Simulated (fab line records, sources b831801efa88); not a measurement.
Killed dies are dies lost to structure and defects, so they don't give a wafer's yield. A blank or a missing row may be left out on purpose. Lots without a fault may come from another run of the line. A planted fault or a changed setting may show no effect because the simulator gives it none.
Problem report in the 8D (eight disciplines) form, filled by code | flow sky130 | the parts of the form that need people (team, actions taken, sign-off) are left out

1. THE PROBLEM
chamber_pressure_pa at SKY_METAL3_SPUTTER_04 reads a mean of 0.4370 Pa on 6 wafers of 2 lots; wafers without a fault read 0.4001 Pa with a standard deviation of 0.0008. That is +46 standard deviations from the usual mean.
The step: material TiN, target thk 70 nm, time 58.3 s.
First seen on wafer L149.1, day 40 08:04, on pvd_sputter-01. The record holds 36 wafers of 12 lots with a number at this step. Rule for "out", or "out of limits": more than 4 standard deviations from the usual mean. The other wafers with a number count as sound.

2. WHAT IT IS AND WHAT IT IS NOT
question                    | is                     | is not
which readings at this step | chamber_pressure_pa    | throttle_valve_pct
which lots                  | L149, L150             | L136, L137, L138, L139, L141, L143, L144, L153, L157, L158
which wafers of those lots  | all that have a number | -
read on which tools         | pvd_sputter-01         | pvd_sputter-03, pvd_sputter-04
when                        | from day 40 08:04      | up to then (21 sound wafers); but 9 sound wafers of L153, L157, L158 came after

3. SUSPECTS, AND WHAT RULES EACH OUT
Counting: a tool at a process step up to the reading stays a suspect if it ran every lot that is out and no sound lot after the first of them.
- cmp-01 at SKY_VIA2_CMP_02 (polishes SiO2): ruled out as a lasting fault. Sound lots L158 ran on it after its first lot that is out, L149 (day 39 05:37).
- pvd_sputter-01 at SKY_METAL3_SPUTTER_02 (material AlCu, target thk 735 nm, time 39.1 s): kept. It ran every lot that is out, first L149 (day 40 08:01), and no sound lot after that; its last sound lot up to then is L143 (day 38 12:45).
- pvd_sputter-01 at SKY_METAL3_SPUTTER_04 (material TiN, target thk 70 nm, time 58.3 s): kept. It ran every lot that is out, first L149 (day 40 08:04), and no sound lot after that; its last sound lot up to then is L143 (day 38 12:49). Its own readings are out on those wafers: chamber_pressure_pa.
Left after counting: pvd_sputter-01 at SKY_METAL3_SPUTTER_02, pvd_sputter-01 at SKY_METAL3_SPUTTER_04.

4. THE CAUSE (what the simulator had put in)
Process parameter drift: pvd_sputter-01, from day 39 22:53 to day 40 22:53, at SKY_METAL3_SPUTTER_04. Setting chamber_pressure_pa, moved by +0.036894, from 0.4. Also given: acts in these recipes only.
Counting left 2 suspects, and this tool is among them.

5. THE CHAIN OF EFFECTS, in route order
Each row: a reading whose mean over the struck wafers that have a number lies more than 3 standard deviations from the usual. Only readings for which the record gives a usual standard deviation are gone through. hours: the time from each lot's start at the first step in this table that gives one to its start at this step, as a median over the lots. sigmas: the change in usual standard deviations.
hours | step                  | reading             | usual     | on struck wafers | change  | sigmas
0     | SKY_METAL3_SPUTTER_04 | chamber_pressure_pa | 0.4001 Pa | 0.4370           | +0.0369 | +46
The process steps in it:
- SKY_METAL3_SPUTTER_04: material TiN, target thk 70 nm, time 58.3 s.

6. WHAT WOULD HAVE CAUGHT IT SOONER
In this record the first reading out of limits was taken at day 40 08:04, 9 hours after the fault began at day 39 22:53.
